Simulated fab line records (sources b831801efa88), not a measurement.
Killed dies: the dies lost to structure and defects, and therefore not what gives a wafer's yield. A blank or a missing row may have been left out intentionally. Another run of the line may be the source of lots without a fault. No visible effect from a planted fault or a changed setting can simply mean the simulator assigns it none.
fab line records	flow sky130
[record] lots = 11	wafers = 33	last_day = 50
route steps=708 shown GATE_OXIDE@194 SD_N@353 LI_CONTACT@384 PAD_OPEN@708
lots with no fault: from the same line, run without faults
start_h: start of the lot's first displayed wafer, in hours after the record's first day	wait_h: hours since the lot's step before	" repeats the value in the row above	L1.1+2: several wafers, shown together as one row	- either no value or no given start	* or withheld: withheld	< > ~ a bound
route shown NAME@n: NAME is a module with steps in the file, n the number in the route of the first one	usual: the fault-free wafers' mean and standard deviation	same: alike in all rows	chamber/n: place in a boat	sites: per-site readings	_std_site: standard deviation across them	_edge_site: the outer-site mean with the inner-site mean subtracted	radius_mm: how far each site lies from the wafer's centre	mask NAME#n: copy n	behind: the tool/chamber that last shaped the wafer	hold: why the lot was held/for how many hours/how that ended	device: transistor that didn't switch, given as n, p or np	end of line: the same wafers' tests at the end of the route	for a step that has no rows: nothing shown but its recipe	killed: the dies lost at the first sort to structure and to defects; this is not the yield of the wafer	map: dies across one wafer; x = killed, . = not, _ = none there
set.NAME: the setting the step ran with; set.NAME@STEP: the setting that earlier step ran with	model.NAME: the simulator's own value behind a step, which no gauge read
one table for each step of the route and one row for each wafer, over a sample of lots
services: when a tool's chamber went out of use (start_h, in hours from the record's first day, below 0 if earlier), for how many hours, and the reason
[[steps]]
[step SKY_GATE_OXIDE_EXPOSE_07]
[recipe] mask_id = LVOM	na = 0.6	source_shape = conventional	sigma_outer = 0.6	polarization = unpolarized	target_cd_nm = 600	dose_mj = 170
[usual] stage_vel_mm_s = 499.97/0.24
[same] na = 0.6
lot.wafer	tool	chamber	start_h	wait_h	mask	stage_vel_mm_s
L382.1	iline_stepper-02	0	296.89	-	LVOM#0	500.11
L382.2	"	0	"	"	LVOM#0	499.97
L382.6	"	0	"	"	LVOM#0	499.93
L385.3	iline_stepper-02	0	332.69	-	LVOM#0	499.92
L385.5	"	0	"	"	LVOM#0	499.75
L385.6	"	0	"	"	LVOM#0	499.84
L386.1	iline_stepper-01	0	347.11	-	LVOM#0	499.73
L386.4	"	0	"	"	LVOM#0	500.01
L386.6	"	0	"	"	LVOM#0	500.38
L390.1	iline_stepper-02	0	382.41	-	LVOM#0	499.58
L390.2	"	0	"	"	LVOM#0	499.91
L390.5	"	0	"	"	LVOM#0	499.87
L392.4	iline_stepper-01	0	395.84	-	LVOM#0	499.90
L392.5	"	0	"	"	LVOM#0	499.85
L392.6	"	0	"	"	LVOM#0	500.14
L393.2	iline_stepper-02	0	402.92	-	LVOM#0	500.28
L393.4	"	0	"	"	LVOM#0	500.09
L393.6	"	0	"	"	LVOM#0	499.93
L394.2	iline_stepper-01	0	411.32	-	LVOM#0	499.83
L394.3	"	0	"	"	LVOM#0	499.88
L394.6	"	0	"	"	LVOM#0	499.56
L395.1	iline_stepper-02	0	425.11	-	NWM#0	500.39
L395.4	"	0	"	"	NWM#0	499.86
L395.6	"	0	"	"	NWM#0	500.33
L396.3	iline_stepper-02	0	430.77	-	LVOM#0	500.10
L396.5	"	0	"	"	LVOM#0	499.90
L396.6	"	0	"	"	LVOM#0	500.27
L404.1	iline_stepper-02	0	492.46	-	LVOM#0	499.94
L404.2	"	0	"	"	LVOM#0	499.82
L404.3	"	0	"	"	LVOM#0	499.72
L405.3	iline_stepper-01	0	514.54	-	LVOM#0	500.09
L405.4	"	0	"	"	LVOM#0	500.11
L405.5	"	0	"	"	LVOM#0	499.65
[step SKY_GATE_OXIDE_OVL_MEAS_10]
[usual] GATE_OXIDE_OVL = -1.2/1.4
lot.wafer	tool	chamber	start_h	wait_h	GATE_OXIDE_OVL[nm]
L382.1	overlay-02	-	310.03	0.1	-0.4
L382.2	"	-	"	"	-0.2
L382.6	"	-	"	"	-0.9
L385.3	overlay-02	-	347.40	0.1	0.3
L385.5	"	-	"	"	-1.0
L385.6	"	-	"	"	-0.6
L386.1	overlay-02	-	361.05	0.1	-1.0
L386.4	"	-	"	"	-1.5
L386.6	"	-	"	"	-0.6
L390.1	overlay-02	-	395.18	0.1	-0.8
L390.2	"	-	"	"	0.1
L390.5	"	-	"	"	-3.0
L392.4	overlay-01	-	410.65	0.1	-2.5
L392.5	"	-	"	"	-2.2
L392.6	"	-	"	"	0.1
L393.2	overlay-01	-	418.05	0.1	-1.7
L393.4	"	-	"	"	-1.1
L393.6	"	-	"	"	-1.3
L394.2	overlay-02	-	425.59	0.1	-0.7
L394.3	"	-	"	"	-0.8
L394.6	"	-	"	"	-0.2
L395.1	overlay-01	-	440.38	0.1	-
L395.4	"	-	"	"	-
L395.6	"	-	"	"	-
L396.3	overlay-02	-	446.30	0.1	-2.1
L396.5	"	-	"	"	-2.0
L396.6	"	-	"	"	-1.2
L404.1	overlay-02	-	507.90	0.1	-3.7
L404.2	"	-	"	"	-2.2
L404.3	"	-	"	"	-3.6
L405.3	overlay-02	-	529.05	0.1	-2.5
L405.4	"	-	"	"	-2.4
L405.5	"	-	"	"	-3.3
[step SKY_GATE_OXIDE_TW_MEAS_14]
[usual] GATE_OXIDE_TW = 222.0/2.1
lot.wafer	tool	chamber	start_h	wait_h	GATE_OXIDE_TW
L382.1	film_metro-04	-	310.43	0.1	225.4
L382.2	"	-	"	"	224.6
L382.6	"	-	"	"	224.6
L385.3	film_metro-04	-	347.79	0.1	225.1
L385.5	"	-	"	"	225.3
L385.6	"	-	"	"	224.3
L386.1	film_metro-01	-	361.44	0.1	222.5
L386.4	"	-	"	"	222.2
L386.6	"	-	"	"	221.8
L390.1	film_metro-04	-	395.58	0.1	225.0
L390.2	"	-	"	"	224.7
L390.5	"	-	"	"	224.6
L392.4	film_metro-03	-	411.05	0.1	220.0
L392.5	"	-	"	"	219.7
L392.6	"	-	"	"	220.1
L393.2	film_metro-03	-	418.45	0.1	220.3
L393.4	"	-	"	"	220.6
L393.6	"	-	"	"	220.0
L394.2	film_metro-03	-	426.13	0.1	218.6
L394.3	"	-	"	"	220.1
L394.6	"	-	"	"	220.0
L395.1	film_metro-03	-	440.77	0.1	29.4
L395.4	"	-	"	"	29.4
L395.6	"	-	"	"	29.6
L396.3	film_metro-01	-	446.70	0.1	222.9
L396.5	"	-	"	"	222.9
L396.6	"	-	"	"	222.1
L404.1	film_metro-01	-	508.28	0.1	221.7
L404.2	"	-	"	"	220.6
L404.3	"	-	"	"	221.4
L405.3	film_metro-01	-	529.45	0.1	221.5
L405.4	"	-	"	"	222.1
L405.5	"	-	"	"	224.9
[step SKY_SD_N_STRIP_11]
[recipe] chemistry = O2/N2	power_w = 1400	pressure_mtorr = 1500	platen_temp_c = withheld	o2_flow_sccm = 3000	n2_flow_sccm = 300	overash_fraction = 0.5
[usual] chamber_pressure_mTorr = 1500.0/1.4	drypump_motor_current_A = 5.6/0.48	oes_product_au = 0.528/0.0042	strip_time_to_endpoint_s = 22.54/0.044
lot.wafer	tool	chamber	start_h	wait_h	chamber_pressure_mTorr	drypump_motor_current_A	oes_product_au	rf_hours_counter_h	strip_time_to_endpoint_s
L382.1	plasma_asher-03	0	651.74	0.1	1498.3	6.2	0.525	54	22.41
L382.2	"	1	"	"	1502.0	6.3	0.521	54	22.50
L382.6	"	1	"	"	1499.8	6.3	0.523	-	22.45
L385.3	plasma_asher-04	0	684.72	0.1	1501.8	5.6	0.520	-	22.57
L385.5	"	1	"	"	1500.1	4.9	0.532	-	22.56
L385.6	"	0	"	"	1499.4	5.6	0.530	-	22.58
L386.1	plasma_asher-01	0	698.29	0.1	1501.5	5.7	0.530	91	22.56
L386.4	"	1	"	"	1498.4	5.3	0.525	-	22.54
L386.6	"	0	"	"	1501.1	5.7	0.524	-	22.53
L390.1	plasma_asher-04	0	732.69	0.1	1497.4	5.6	0.528	30	22.55
L390.2	"	1	"	"	1500.6	4.9	0.532	30	22.53
L390.5	"	1	"	"	1500.1	4.9	0.529	-	22.50
L392.4	plasma_asher-01	0	746.08	0.1	1499.7	5.7	0.531	-	22.55
L392.5	"	0	"	"	1502.3	5.7	0.529	-	22.60
L392.6	"	1	"	"	1499.7	5.3	0.533	-	22.53
L393.2	plasma_asher-03	0	760.04	0.1	1501.3	6.2	0.525	64	22.57
L393.4	"	0	"	"	1502.1	6.2	0.522	-	22.58
L393.6	"	1	"	"	1499.1	6.2	0.520	-	22.56
L394.2	plasma_asher-04	1	763.84	0.1	1499.0	4.9	0.527	34	22.51
L394.3	"	0	"	"	1498.9	5.6	0.530	-	22.54
L394.6	"	0	"	"	1499.5	5.6	0.524	-	22.47
L396.3	plasma_asher-04	1	778.13	0.1	1501.1	4.9	0.527	-	22.59
L396.5	"	0	"	"	1500.0	5.6	0.524	-	22.58
L396.6	"	1	"	"	1501.3	4.9	0.522	-	22.60
L404.1	plasma_asher-04	0	825.69	0.1	1499.9	5.6	0.521	40	22.57
L404.2	"	1	"	"	1499.5	4.9	0.529	40	22.51
L404.3	"	0	"	"	1498.9	5.6	0.532	-	22.52
L405.3	plasma_asher-04	0	841.68	0.1	1499.8	5.6	0.527	-	22.52
L405.4	"	1	"	"	1499.6	4.9	0.530	-	22.53
L405.5	"	0	"	"	1499.0	5.6	0.525	-	22.42
[step SKY_LI_CONTACT_RS_MEAS_22]
[recipe] thk_meas_gauge = four-point-probe	reads = W_of_LI_CONTACT_CVD_21+TiN_of_LI_CONTACT_SPUTTER_20+Ti_of_LI_CONTACT_SPUTTER_19
[usual] LI_CONTACT_W_RS = 0.286/0.0035
lot.wafer	tool	chamber	start_h	wait_h	LI_CONTACT_W_RS[ohm/sq]
L382.1	film_metro-04	-	682.67	0.1	0.286
L382.2	"	-	"	"	0.292
L382.6	"	-	"	"	0.287
L385.3	film_metro-02	-	714.33	0.1	0.292
L385.5	"	-	"	"	0.290
L385.6	"	-	"	"	0.286
L386.1	film_metro-04	-	728.05	0.1	0.287
L386.4	"	-	"	"	0.288
L386.6	"	-	"	"	0.289
L390.1	film_metro-01	-	761.74	0.1	0.284
L390.2	"	-	"	"	0.284
L390.5	"	-	"	"	0.279
L392.4	film_metro-02	-	775.03	0.1	0.284
L392.5	"	-	"	"	0.283
L392.6	"	-	"	"	0.282
L393.2	film_metro-02	-	787.16	0.1	0.281
L393.4	"	-	"	"	0.280
L393.6	"	-	"	"	0.286
L394.2	film_metro-02	-	790.69	0.1	0.285
L394.3	"	-	"	"	0.285
L394.6	"	-	"	"	0.285
L396.3	film_metro-04	-	804.56	0.1	0.286
L396.5	"	-	"	"	0.282
L396.6	"	-	"	"	0.286
L404.1	film_metro-02	-	853.34	0.1	0.288
L404.2	"	-	"	"	0.282
L404.3	"	-	"	"	0.284
L405.3	film_metro-01	-	869.13	0.1	0.288
L405.4	"	-	"	"	0.282
L405.5	"	-	"	"	0.287
[step SKY_LI_CONTACT_CMP_24]
[recipe] stop_on = PSG	t_overpolish_s = 20	down_force_psi = 3.5	platen_rpm = 60	target_thk_nm = 0	pad_velocity_m_s = 0.94248
[usual] motor_current_A = 10.6/1.1	overpolish_run_s = 19.999/0.0092	time_to_endpoint_s = 95/3.3
lot.wafer	tool	chamber	start_h	wait_h	motor_current_A	overpolish_run_s	time_to_endpoint_s
L382.1	cmp-01	3	682.85	0.1	11.3	19.983	90
L382.2	"	2	"	"	8.2	19.996	90
L382.6	"	3	"	"	11.0	20.002	91
L385.3	cmp-02	0	714.57	0.1	10.3	20.012	90
L385.6	"	2	"	"	11.8	20.013	96
L385.5	"	3	"	"	11.5	20.003	93
L386.4	cmp-02	0	728.28	0.1	10.4	19.993	92
L386.1	"	1	"	"	11.4	20.011	95
L386.6	"	3	"	"	11.5	19.986	98
L390.1	cmp-01	0	762.02	0.1	11.3	20.000	101
L390.2	"	1	"	"	10.5	20.000	97
L390.5	"	2	"	"	8.5	20.009	94
L392.4	cmp-01	3	775.15	0.0	11.2	19.996	96
L392.5	"	3	"	"	10.8	20.011	96
L392.6	"	0	"	"	12.1	20.003	101
L393.2	cmp-01	1	787.50	0.2	10.2	20.000	93
L393.4	"	3	"	"	11.4	19.997	94
L393.6	"	0	"	"	11.6	20.007	95
L394.3	cmp-01	2	790.85	0.0	8.6	20.007	94
L394.2	"	0	"	"	11.6	20.000	94
L394.6	"	2	"	"	8.4	19.987	89
L396.3	cmp-01	3	804.85	0.2	10.6	19.994	93
L396.5	"	0	"	"	11.3	20.001	98
L396.6	"	1	"	"	10.0	19.998	95
L404.2	cmp-01	1	853.52	0.0	10.4	20.002	96
L404.3	"	3	"	"	11.1	20.007	96
L404.1	"	0	"	"	11.8	19.996	98
L405.3	cmp-01	0	869.27	0.0	12.1	20.011	102
L405.4	"	1	"	"	10.5	20.002	96
L405.5	"	0	"	"	11.4	19.988	98
[step SKY_PAD_OPEN_PROBE_99]
[usual] killed_at_M0_to_M3 = 43/7.8	killed_at_M4_up = 3.2/1.9	killed_at_contacts = 24/5	killed_at_front_end = 14/4.5	killed_at_other = 0.2/0.41	killed_dies = 84/9.6	killed_on_rim = 17/3.8	killed_open = 47/6.9	killed_short = 38/6
[same] gross_dies = 492	killed_at_back_side = 0
lot.wafer	tool	chamber	start_h	wait_h	killed_at_M0_to_M3	killed_at_M4_up	killed_at_contacts	killed_at_front_end	killed_at_other	killed_dies	killed_on_rim	killed_open	killed_short
L395.1	prober-01	-	1158.91	0.1	46	3	26	417	0	492	96	49	55
L395.4	prober-01	-	1159.06	0.2	47	0	25	420	0	492	96	49	33
L395.6	prober-01	-	1159.16	0.2	37	2	30	423	0	492	96	51	33
// killed by level:class
L395.1 GATE_OXIDE:area_expose=388 CONTACT:geometric_particle:open=12 METAL1:geometric_particle:short=11 FIELD_ISO:geometric_particle:short=9 FIELD_ISO:geometric_particle:open=7 LI_CONTACT:geometric_particle:open=7 METAL2:geometric_particle:open=5 POLY_GATE:geometric_particle:short=5
L395.4 GATE_OXIDE:area_expose=410 LI_CONTACT:geometric_particle:open=11 VIA3:geometric_particle:open=10 VIA1:geometric_particle:open=10 CONTACT:geometric_particle:open=7 METAL2:geometric_particle:short=5 METAL1:geometric_particle:short=4 VIA1:geometric_particle:short=4
L395.6 GATE_OXIDE:area_expose=408 LI_CONTACT:geometric_particle:open=10 CONTACT:geometric_particle:open=10 VIA1:geometric_particle:open=9 CONTACT:geometric_particle:short=7 VIA2:geometric_particle:open=6 POLY_GATE:geometric_particle:open=5 VIA2:geometric_particle:short=5
[[services]]
tool	chamber	start_h	hours	kind
iline_stepper-02	-	290.00	1.7	pm
plasma_asher-04	-	303.50	14.6	pm
cmp-01	-	345.38	1.7	repair
cmp-01	-	349.83	2.1	repair
iline_stepper-02	-	383.17	1.7	repair
cmp-01	-	396.46	1.7	repair
cmp-01	-	448.07	0.4	repair
cmp-01	-	453.84	13.5	pm
cmp-01	-	477.86	0.9	repair
cmp-01	-	486.15	1.4	repair
cmp-01	-	489.94	1.5	repair
iline_stepper-02	-	508.26	1.7	pm
cmp-01	-	522.69	7.5	pm
cmp-01	-	557.63	0.3	repair
cmp-01	-	572.18	4.0	pm
iline_stepper-02	-	579.29	2.3	repair
iline_stepper-02	-	594.28	4.5	repair
cmp-01	-	599.09	0.4	repair
iline_stepper-02	-	599.93	2.1	pm
iline_stepper-02	-	633.32	4.9	repair
cmp-01	-	639.63	0.6	repair
cmp-01	-	724.66	0.9	repair
iline_stepper-02	-	726.36	1.7	pm
cmp-01	-	867.23	0.3	repair
[[key]]
[first_sign] step = SKY_GATE_OXIDE_EXPOSE_07	reading = mask	direction = changed
[effect] step = SKY_GATE_OXIDE_OVL_MEAS_10	reading = GATE_OXIDE_OVL	direction = missing
[effect] step = SKY_GATE_OXIDE_TW_MEAS_14	reading = GATE_OXIDE_TW	direction = down	sigmas = 93	usual = 222.0	struck = 29.4
[effect] step = SKY_PAD_OPEN_PROBE_99	reading = killed_at_front_end	direction = up	sigmas = 90	usual = 14	struck = 420
[more_kills_born_at] SKY_GATE_OXIDE_EXPOSE_07@iline_stepper-02 = 1206
met_at SKY_GATE_OXIDE_EXPOSE_07
struck_lots L395
later_rows_left_out L395.1,L395.4,L395.6
tester_left_out L395
not_acting_at SKY_SD_N_STRIP_11,SKY_LI_CONTACT_RS_MEAS_22,SKY_LI_CONTACT_CMP_24
onset_between 402.92 425.11
[fault] kind = wrong_mask	tool = any	chamber = -	onset_h = 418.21	steps = SKY_GATE_OXIDE_EXPOSE_07	aux_copy = NWM#0	scope = struck_lots_only
// tester_left_out: of these lots the tester's yield and bins aren't shown, on N5 and GAA mostly nor the transistor test; their killed dies are dies lost to structure and defects alone, not to doping, threshold or leakage, so they don't give the yield
// later_rows_left_out: the simulator's readings of these wafers behind a module that went badly wrong aren't trusted and aren't shown, but for the sort
